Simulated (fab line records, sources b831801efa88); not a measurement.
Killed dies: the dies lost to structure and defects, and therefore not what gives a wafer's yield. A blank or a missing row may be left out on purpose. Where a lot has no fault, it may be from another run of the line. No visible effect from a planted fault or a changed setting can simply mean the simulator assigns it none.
Comparing a struck lot with a sound one :: flow sky130 :: 36 steps out of a route of 708
Sound: the wafers L550.3, L550.4, L550.6. Struck: wafers L563.2, L563.3, L563.4. Last of all comes the cause.
For every step that has rows: the tool of each side, followed by ch and its chambers, followed by its first start. Under that, the readings that differ: sound wafers :: struck wafers :: difference of the means :: sigmas: that difference in standard deviations of wafers without a fault.
alike: readings with means less than 2 such deviations apart, plus words and numbers identical on both sides. not compared: withheld readings, readings lacking a value on some wafer, bounds such as >300 that could conceal the same value, and numbers that have no deviation in the record and whose values overlap.
The two part at a step that has a row with sigmas, a row that says differs or no value, or rows on one side only. Numbers that have no deviation but don't overlap get no sigmas and don't part them. A reading that every wafer of one side lacks parts them only if that side has two wafers or more.

first, 11 steps without rows for these wafers: SKY_VIA4_DEHYDRATE_04 (time 60 s); SKY_VIA4_HMDS_05 (prime time 60 s); SKY_VIA4_COAT_06 (resist thk 1140 nm); SKY_VIA4_SOFTBAKE_07 (time 60 s); SKY_VIA4_EXPOSE_08 (exposes mask VIM4, target cd 800 nm); SKY_VIA4_PEB_09; SKY_VIA4_DEVELOP_10 (develop time 60 s); SKY_VIA4_ETCH_12 (etches SiO2 in C4F8/O2/Ar, stops on TiN, target depth 580 nm); SKY_VIA4_STRIP_13 (strips in O2/N2); SKY_VIA4_STRIP_14 (strips in post etch residue remover, time 1200 s); SKY_VIA4_CLEAN_15 (cleans in IPA, time 180 s).
SKY_VIA4_CLEAN_16: cleans in O3/DIW.
  sound on wet bench-02 ch 1, day 43 22:03; struck on wet bench-04 ch 3, day 47 10:53
then, 23 steps without rows for these wafers: SKY_VIA4_SPUTTER_17 (material TiN, target thk 20 nm, time 80 s); SKY_VIA4_CVD_18 (deposits W, target thk 505 nm, time 152.14 s); SKY_VIA4_CMP_21 (polishes, stops on SiO2, t overpolish 25 s, target thk 0 nm); SKY_METAL5_SPUTTER_00 (material Ti, target thk 15 nm, time 10 s); SKY_METAL5_SPUTTER_01 (material TiN, target thk 20 nm, time 16.7 s); SKY_METAL5_SPUTTER_02 (material AlCu, target thk 1150 nm, time 61.2 s); SKY_METAL5_SPUTTER_03 (material Ti, target thk 5 nm, time 3.3 s); SKY_METAL5_SPUTTER_04 (material TiN, target thk 70 nm, time 58.3 s); SKY_METAL5_DEHYDRATE_07 (time 60 s); SKY_METAL5_HMDS_08 (prime time 60 s); SKY_METAL5_COAT_09 (resist thk 1800 nm); SKY_METAL5_SOFTBAKE_10 (time 60 s); SKY_METAL5_EXPOSE_11 (exposes mask MM5, target cd 1600 nm); SKY_METAL5_PEB_12; SKY_METAL5_DEVELOP_13 (develop time 60 s); SKY_METAL5_DESCUM_14 (chemistry O2, time 11 s); SKY_METAL5_METAL_ETCH_15 (etches the open film in Cl2/BCl3, stops on SiO2, target depth 1260 nm, time 252 s); SKY_METAL5_STRIP_16 (strips in O2/N2); SKY_METAL5_STRIP_17 (strips in post etch residue remover, time 1200 s); SKY_METAL5_CLEAN_18 (cleans in IPA, time 180 s); SKY_METAL5_CLEAN_19 (cleans in O3/DIW); SKY_PASSIVATION_CVD_00 (deposits SiO2, target thk 90 nm); SKY_PASSIVATION_CVD_02 (deposits Si3N4, target thk 540 nm).
-- the record jumps here: 2 days lie between the struck wafers' starts before and after (it left off in module PASSIVATION and takes up again in module PAD_OPEN, whose first step shown is number 708 of the route) --
SKY_PAD_OPEN_PROBE_99:
  sound: prober-02 at day 46 19:12; struck: prober-01 at day 49 22:31
reading: killed_at_M4_up
sound: 6 4 3
struck: 18 27 20
difference: +17
sigmas: +11

reading: killed at contacts
sound: 28 32 34
struck: 15 20 21
difference: -13
sigmas: -2

reading: killed open
sound: 62 63 62
struck: 44 46 53
difference: -15
sigmas: -2

reading: sort_bin_3_pad_short (%)
sound: 0.8 0.8 1.2
struck: 1.0 3.3 0.8
difference: +0.8
sigmas: +2
  alike: defect limited yield, killed_at_M0_to_M3, killed at front end, killed at other, killed dies, killed short, sort_bin_5_function, sort_bin_6_memory, sort n pass, sort yield pct
  not compared: model.etest.tester.sort n pass, model.etest.tester.sort yield pct, model.etest.tester.sort_bin_5_pct, model.etest.tester.sort_bin_3_pct

== WHERE THEY PART ==
Only at SKY_PAD_OPEN_PROBE_99, within this record.

WHY: what had been put in by the simulator
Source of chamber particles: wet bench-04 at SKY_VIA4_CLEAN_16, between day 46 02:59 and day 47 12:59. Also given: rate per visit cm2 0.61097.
